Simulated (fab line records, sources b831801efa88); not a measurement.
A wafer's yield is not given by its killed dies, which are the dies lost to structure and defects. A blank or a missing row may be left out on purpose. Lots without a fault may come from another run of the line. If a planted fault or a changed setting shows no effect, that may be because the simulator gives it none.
Problem report in the 8D (eight disciplines) form, filled by code || flow sky130 || the parts of the form that need people (team, actions taken, sign-off) are left out

## 1. PROBLEM STATEMENT
At SKY_LI_CONTACT_CVD_21, chamber_pressure_Torr averages 41.61 Torr over 6 wafers from 2 lots, while fault-free wafers read 39.99 Torr, standard deviation 0.087. That puts it +19 standard deviations away from the usual mean.
The step: deposits W, target thk 400 nm, time 120.56 s.
First observed at day 29 20:31: wafer L350.3, on cvd_w-01. Wafers with a number at this step in the record: 18, from 6 lots. Rule for "out" (also "out of limits"): further than 4 standard deviations from the usual mean. Any other wafer with a number is counted as sound.

## 2. WHAT IT IS, WHAT IT ISN'T
{"question": "which readings at this step", "is": "chamber_pressure_Torr", "is not": "heater_power_w"}
{"question": "which lots", "is": "L350, L351", "is not": "L347, L362, L365, L368"}
{"question": "which wafers of those lots", "is": "all that have a number", "is not": "-"}
{"question": "read on which tools", "is": "cvd_w-01", "is not": "cvd_w-02"}
{"question": "when", "is": "from day 29 20:31", "is not": "up to then (3 sound wafers); but 9 sound wafers of L362, L365, L368 came after"}

## 3. THE SUSPECTS, EACH WITH WHAT RULES IT OUT
Counting: a tool at a process step up to the reading stays a suspect if it ran every lot that is out and no sound lot after the first of them.
- rie_diel-01 at SKY_LI_CONTACT_ETCH_14 (etches BARC in N2/H2, stops on SiO2, time 45.9 s, target depth 60 nm): kept. It ran every lot that is out, first L350 (day 29 19:55), and no sound lot after that.
- rie_diel-01 at SKY_LI_CONTACT_ETCH_15 (etches PSG in C4F8/O2/Ar, stops on Si, target depth 600 nm): kept. It ran every lot that is out, first L350 (day 29 19:57), and no sound lot after that.
- cvd_w-01 at SKY_LI_CONTACT_CVD_21 (deposits W, target thk 400 nm, time 120.56 s): ruled out as a lasting fault. Sound lots L362, L365 ran on it after its first lot that is out, L350 (day 29 20:31).
What counting leaves: rie_diel-01 at SKY_LI_CONTACT_ETCH_14 and rie_diel-01 at SKY_LI_CONTACT_ETCH_15.

## 4. THE CAUSE (what the simulator had put in)
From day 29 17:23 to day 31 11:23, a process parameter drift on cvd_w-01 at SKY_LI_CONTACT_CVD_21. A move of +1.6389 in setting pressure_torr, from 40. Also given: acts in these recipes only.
Counting ruled it out, wrongly.

## 5. THE CHAIN OF EFFECTS, in route order
Each row: a reading whose mean over the struck wafers that have a number lies more than 3 standard deviations from the usual. Only readings whose record carries a usual standard deviation are examined. hours: median over the lots of the time between each lot's start at the first step of this table that gives one and its start at this step. sigmas: the change, counted in usual standard deviations.
{"hours": 0, "step": "SKY_LI_CONTACT_CVD_21", "reading": "chamber_pressure_Torr", "usual": "39.99 Torr", "on struck wafers": 41.61, "change": "+1.62", "sigmas": "+19"}
Its process steps:
- SKY_LI_CONTACT_CVD_21: deposits W, target thk 400 nm, time 120.56 s.
At these later measuring or inspecting steps, every struck wafer for which the step has a row has a number for every such reading, and none has moved that far: SKY_LI_CONTACT_RS_MEAS_22.

## 6. HOW IT WOULD HAVE BEEN CAUGHT EARLIER
The fault began at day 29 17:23; the first out-of-limits reading in this record came at day 29 20:31, 3 hours later.
